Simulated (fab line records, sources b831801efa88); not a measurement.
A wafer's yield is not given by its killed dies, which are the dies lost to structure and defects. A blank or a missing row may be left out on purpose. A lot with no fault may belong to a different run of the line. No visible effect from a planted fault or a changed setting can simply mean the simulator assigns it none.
Which tool is to blame? | flow sky130 | 13 lots with 39 wafers sampled at 4 steps, on a route of 708 steps

WHAT THE GAUGES READ, wafer by wafer
SKY_SONOS_TUNNEL_OVL_MEAS_08. Usual: SONOS_TUNNEL_OVL typically reads -0.2 nm, with standard deviation 1.4.
lot  | measured     | on         | SONOS_TUNNEL_OVL (nm) | flag
L648 | day 11 23:50 | overlay-02 | -0.5 -1.6 1.0         |
L649 | day 12 04:26 | overlay-01 | 0.3 2.1 0.9           |
L650 | day 12 17:47 | overlay-01 | 2.5 3.0 1.2           |
L651 | day 13 09:07 | overlay-02 | -3.8 -1.6 -2.4        |
L653 | day 14 02:38 | overlay-02 | 2.1 1.7 2.2           |
L652 | day 14 03:02 | overlay-02 | -0.7 0.1 -1.8         |
L656 | day 14 20:32 | overlay-01 | -0.8 -1.4 -0.4        |
L661 | day 16 12:47 | overlay-01 | -0.3 -1.0 -1.5        |
L663 | day 17 03:23 | overlay-01 | 0.4 -0.8 0.2          |
L665 | day 17 14:50 | overlay-01 | -0.1 0.3 -1.3         |
L667 | day 18 05:29 | overlay-02 | 0.9 2.2 2.2           |
L668 | day 18 13:59 | overlay-01 | 0.8 0.4 0.3           |
L669 | day 19 00:40 | overlay-02 | -2.0 -2.8 -0.4        |

SKY_SONOS_ONO_THK_MEAS_01. Usual: SONOS_ONO_OXIDATION_THK typically reads 2.59 nm, with standard deviation 0.053.
lot  | measured     | on            | SONOS_ONO_OXIDATION_THK (nm) | flag
L648 | day 12 02:41 | film-metro-02 | 2.60 2.57 2.53               |
L649 | day 12 06:58 | film-metro-04 | 2.61 2.60 2.65               |
L650 | day 12 20:31 | film-metro-04 | 2.54 2.58 2.61               |
L651 | day 13 11:58 | film-metro-04 | 2.61 2.53 2.52               |
L653 | day 14 05:20 | film-metro-04 | 2.64 2.61 2.67               |
L652 | day 14 05:22 | film-metro-01 | 2.65 2.63 2.71               |
L656 | day 14 23:06 | film-metro-01 | 2.55 2.53 2.56               |
L661 | day 16 14:40 | film-metro-04 | 2.58 2.57 2.49               |
L663 | day 17 06:54 | film-metro-01 | 2.60 2.51 2.53               |
L665 | day 17 17:53 | film-metro-02 | 2.54 2.56 2.63               |
L667 | day 18 07:22 | film-metro-04 | 2.59 2.64 2.58               |
L668 | day 18 15:58 | film-metro-04 | 2.58 2.58 2.61               |
L669 | day 19 03:39 | film-metro-02 | 2.74 2.65 2.69               |

SKY_POLY_GATE_CD_MEAS_13: target cd 150 nm. Usual: cd-nm 149.5 nm, standard deviation 0.97.
lot  | measured     | on        | cd-nm (nm)        | flag
L648 | day 17 01:39 | cd-sem-01 | 152.3 150.9 151.3 |
L649 | day 17 05:43 | cd-sem-02 | 148.6 148.4 149.3 |
L650 | day 18 11:52 | cd-sem-02 | 151.3 150.2 149.4 |
L651 | day 18 18:48 | cd-sem-02 | 149.6 150.9 149.1 |
L653 | day 19 08:14 | cd-sem-02 | 148.3 148.0 148.2 |
L652 | day 19 10:35 | cd-sem-02 | 148.4 148.6 149.2 |
L656 | day 20 07:28 | cd-sem-02 | 150.2 150.6 150.5 |
L661 | day 22 20:03 | cd-sem-01 | 145.4 146.3 148.8 |
L663 | day 22 23:03 | cd-sem-02 | 144.7 147.5 148.7 |
L665 | day 23 08:25 | cd-sem-02 | 149.8 148.8 149.2 |
L667 | day 23 20:10 | cd-sem-02 | 149.5 149.0 149.6 |
L668 | day 24 15:15 | cd-sem-01 | 149.5 149.9 149.5 |
L669 | day 24 17:30 | cd-sem-01 | 149.8 148.7 149.7 |

EACH LOT AND THE TOOL THAT RAN IT (in order: tool; ch and the chambers of the sampled wafers; start)
lot  | SKY_POLY_GATE_DEVELOP_12
L648 | litho-track-04 ch 0, day 17 01:00
L649 | litho-track-04 ch 0, day 17 05:00
L650 | litho-track-01 ch 0, day 18 11:00
L651 | litho-track-02 ch 0, day 18 18:00
L653 | litho-track-04 ch 0, day 19 08:00
L652 | litho-track-04 ch 0, day 19 10:00
L656 | litho-track-01 ch 0, day 20 07:00
L661 | litho-track-01 ch 0, day 22 19:00
L663 | litho-track-01 ch 0, day 22 22:00
L665 | litho-track-02 ch 0, day 23 08:00
L667 | litho-track-02 ch 0, day 23 20:00
L668 | litho-track-02 ch 0, day 24 15:00
L669 | litho-track-04 ch 0, day 24 17:00
- SKY_POLY_GATE_DEVELOP_12: develop time 60 s.

AS READ BY THE TOOLS THEMSELVES (means over the sampled wafers that have a number; for cases with no such wafer, the mark the record gives instead)
The record holds no such reading with a usual standard deviation.

THE ANSWER, worked out from the rows above alone
Rule: lot off if the mean of its wafers having a number is beyond 3 standard deviations from the usual mean. Also off: a lot with no number at a reading for which 4 or more lots have one. All remaining lots with rows at the step are treated as sound. After the gauges, taken in route order, come the tools' own readings; for these a lot's mean is taken, as printed above. The first step at which some lot is off is used, and at that step the reading that is off furthest; a lot without a number counts as furthest.
No lot is off on any of the readings shown, so nothing can be concluded from this.

WHAT WAS PUT IN BY THE SIMULATOR
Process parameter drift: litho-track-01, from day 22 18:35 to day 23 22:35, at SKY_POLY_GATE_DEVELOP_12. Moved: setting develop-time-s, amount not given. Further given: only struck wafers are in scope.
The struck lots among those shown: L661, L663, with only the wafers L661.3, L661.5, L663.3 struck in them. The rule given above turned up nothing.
